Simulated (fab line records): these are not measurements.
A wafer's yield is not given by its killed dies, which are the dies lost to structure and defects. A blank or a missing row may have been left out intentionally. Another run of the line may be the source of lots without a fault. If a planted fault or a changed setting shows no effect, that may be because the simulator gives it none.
Chamber matching :: flow gf180mcu :: GF_V4_CMP_04 on cmp-01 has 4 sister chambers
The step polishes SiO2. 4 wafers are shown with their chamber, then 12 later ones without.

WAFERS PAIRED WITH THEIR CHAMBERS
wafer: L087.5
chamber: 0
motor current A (A): 12.4

wafer: L090.1
chamber: 2
motor current A (A): 12.1

wafer: L090.2
chamber: 1
motor current A (A): 13.1

wafer: L090.3
chamber: 3
motor current A (A): 13.8

WAFERS WITH NO CHAMBER GIVEN
wafer: L091.2
motor current A (A): 12.3

wafer: L091.3
motor current A (A): 12.2

wafer: L091.5
motor current A (A): 13.1

wafer: L092.2
motor current A (A): 13.0

wafer: L092.5
motor current A (A): 13.1

wafer: L092.6
motor current A (A): 12.6

wafer: L093.2
motor current A (A): 13.2

wafer: L093.3
motor current A (A): 12.5

wafer: L093.4
motor current A (A): 12.6

wafer: L096.2
motor current A (A): 13.6

wafer: L096.3
motor current A (A): 12.1

wafer: L096.4
motor current A (A): 11.4

EACH ONE'S CHAMBER
wafer: L091.2
from the rows above: can't be placed: 0 or 2
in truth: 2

wafer: L091.3
from the rows above: can't be placed: 2 or 0
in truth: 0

wafer: L091.5
from the rows above: 1
in truth: 1

wafer: L092.2
from the rows above: 1
in truth: 1

wafer: L092.5
from the rows above: 1
in truth: 1

wafer: L092.6
from the rows above: can't be placed: 0 or 1 or 2
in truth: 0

wafer: L093.2
from the rows above: 1
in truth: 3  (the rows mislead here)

wafer: L093.3
from the rows above: can't be placed: 0 or 2
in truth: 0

wafer: L093.4
from the rows above: can't be placed: 0 or 1 or 2
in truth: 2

wafer: L096.2
from the rows above: can't be placed: 3 or 1
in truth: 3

wafer: L096.3
from the rows above: can't be placed: 2 or 0
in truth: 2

wafer: L096.4
from the rows above: can't be placed: 2 or 0
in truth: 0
3 of 12 placed correctly. Cannot be placed on the basis of these rows: 8; the candidates contain the true chamber in 8. 1 placed wrongly.
How it was worked out, from the rows above alone: a wafer's distance from a chamber is the root of the sum, over the readings, of the square of ((its reading less the chamber's mean) divided by the reading's scatter). If the next closest chamber is less than 2 further off than the closest, the wafer can't be placed; otherwise it belongs to the closest. Each chamber's mean is taken over the wafers shown for it. The scatter: root of mean squared gap, hidden wafer to nearest shown wafer, with one shown wafer a chamber.
